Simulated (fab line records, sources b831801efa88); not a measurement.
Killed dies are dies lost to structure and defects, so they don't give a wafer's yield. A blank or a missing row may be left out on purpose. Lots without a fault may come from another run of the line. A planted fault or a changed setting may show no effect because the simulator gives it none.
Chamber matching | flow gf180mcu | GF_CONTACT_ETCH_16 on rie_diel-04: 4 sister chambers
The step etches BARC in N2/H2. 4 wafers are shown with their chamber, then 8 later ones without.

WAFERS WITH THEIR CHAMBER
wafer  | chamber | drypump_motor_current_A (A)
L087.6 | 1       | 6.2
L088.1 | 2       | 5.2
L088.4 | 3       | 5.4
L090.3 | 0       | 5.4

WAFERS WITHOUT THEIR CHAMBER
wafer  | drypump_motor_current_A (A)
L090.4 | 5.2
L090.6 | 6.2
L092.1 | 5.4
L092.2 | 6.2
L092.4 | 5.3
L094.1 | 5.2
L094.3 | 6.2
L094.6 | 6.2

WHICH CHAMBER EACH WENT THROUGH
wafer  | from the rows above          | in truth
L090.4 | 2                            | 2
L090.6 | 1                            | 1
L092.1 | can't be placed: 0 or 3      | 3
L092.2 | 1                            | 1
L092.4 | can't be placed: 2 or 0 or 3 | 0
L094.1 | 2                            | 2
L094.3 | 1                            | 1
L094.6 | 1                            | 1
Placed correctly: 6 of 8. Can't be placed from these rows: 2 (the true chamber is among the candidates in 2). Placed wrongly: 0.
How it was worked out, from the rows above alone: a wafer's distance from a chamber is the root of the sum, over the readings, of the square of ((its reading less the chamber's mean) divided by the reading's scatter). The wafer belongs to the nearest chamber; if the next one is less than 2 further off, it can't be placed. A chamber's mean is the mean of its shown wafers. The scatter: with one shown wafer a chamber, the root of the mean of the squares of how far each hidden wafer lies from its nearest shown one.
